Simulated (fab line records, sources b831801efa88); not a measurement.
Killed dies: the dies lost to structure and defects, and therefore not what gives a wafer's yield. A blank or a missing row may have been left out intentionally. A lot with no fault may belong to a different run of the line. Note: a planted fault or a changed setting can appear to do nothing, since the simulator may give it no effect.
Struck lot and sound lot, side by side / flow sky130 / 13 out of 708 route steps
Sound: these wafers, L100.2, L100.3, L100.5. Wafers L113.2, L113.4, L113.5 were the ones struck. The cause comes at the end.
For every step that has rows: the tool of each side, followed by ch and its chambers, followed by its first start. Under that, the readings that differ: sound wafers / struck wafers / difference of the means / sigmas: that difference in standard deviations of wafers without a fault.
alike: same words and numbers on both sides, and readings whose means sit less than 2 such deviations apart. not compared: any withheld reading, any reading some wafer has no value for, any bound like >300 that may hide the same value, and any number with overlapping values for which the record gives no deviation.
A row with sigmas, a row that says differs or no value, or rows on one side alone: a step with any of these is where the two part. Numbers that don't overlap but have no deviation are shown without sigmas and don't part them. A reading that every wafer of one side lacks parts them only if that side has two wafers or more.

first, 5 steps without rows for these wafers: SKY_FIELD_ISO_WET_ETCH_18 (etches Si3N4 in H3PO4, target depth 25 nm, time 286 s); SKY_FIELD_ISO_CLEAN_19 (cleans in SC1/SC2, time 150 s); SKY_FIELD_ISO_CLEAN_20 (cleans in dHF, time 20 s); SKY_FIELD_ISO_WET_ETCH_21 (etches SiO2 in dHF, target depth 20 nm, time 400 s); SKY_FIELD_ISO_OXIDATION_22 (stabilise 600 s, purge 300 s, target thk 10 nm).
SKY_FIELD_ISO_THK_MEAS_23:
  sound: film-metro-02 at day 2 14:54; struck: film-metro-02 at day 5 09:10
reading=FIELD_ISO_OXIDATION_01_THK (nm); sound=9.99 9.98 10.02; struck=9.49 9.51 9.45; difference=-0.51; sigmas=-2
then, 1 step without rows for these wafers: SKY_FIELD_ISO_CVD_24 (deposits SiO2, target thk 595 nm, time 99.2 s).
SKY_FIELD_ISO_THK_MEAS_25:
  sound: film-metro-01 at day 2 15:02; struck: film-metro-01 at day 5 09:18
  alike: FIELD_ISO_CVD_24_THK
then, 1 step without rows for these wafers: SKY_FIELD_ISO_ANNEAL_26 (time 1800 s).
SKY_FIELD_ISO_CMP_27: polishes, stops on Si3N4, t overpolish 16 s, target thk 457.8 nm.
  sound on cmp-01 ch 1,2,3, day 2 17:49; struck on cmp-01 ch 0,1,2, day 5 11:38
  alike: head-pressure-psi, motor-current-A, overpolish-run-s, slurry-filter-dp-kPa, time-to-endpoint-s
then, 2 steps without rows for these wafers: SKY_FIELD_ISO_WET_ETCH_28 (etches SiO2 in dHF, target depth 23.7 nm, time 47 s); SKY_FIELD_ISO_WET_ETCH_29 (etches Si3N4 in H3PO4, target depth 160 nm, time 1825 s).
SKY_FIELD_ISO_WET_ETCH_30: etches SiO2 in dHF, target depth 25 nm, time 50 s.
  sound on wet-bench-03 ch 3, day 2 18:33; struck on wet-bench-01 ch 3, day 5 12:22
  no value came back on the struck wafers for bath-heat-duty-pct (%), run-length-s (s), temp-c (C); on the sound wafers bath-heat-duty-pct (%) reads 5.6 5.6 6.0
reading=model.SiO2_of_FIELD_ISO_CVD_24.thk-nm (nm); sound=402.7 404.6 403.3; struck=432.4 429.5 428.8; difference=+26.7; sigmas=
reading=model.SiO2_of_FIELD_ISO_OXIDATION_01.thk-nm (nm); sound=0 0 0; struck=11.57 11.43 11.46; difference=+11.49; sigmas=

== WHERE THEY PART ==
At SKY_FIELD_ISO_THK_MEAS_23 first; at SKY_FIELD_ISO_WET_ETCH_30 last (within this record only).

WHY: the cause the simulator had injected
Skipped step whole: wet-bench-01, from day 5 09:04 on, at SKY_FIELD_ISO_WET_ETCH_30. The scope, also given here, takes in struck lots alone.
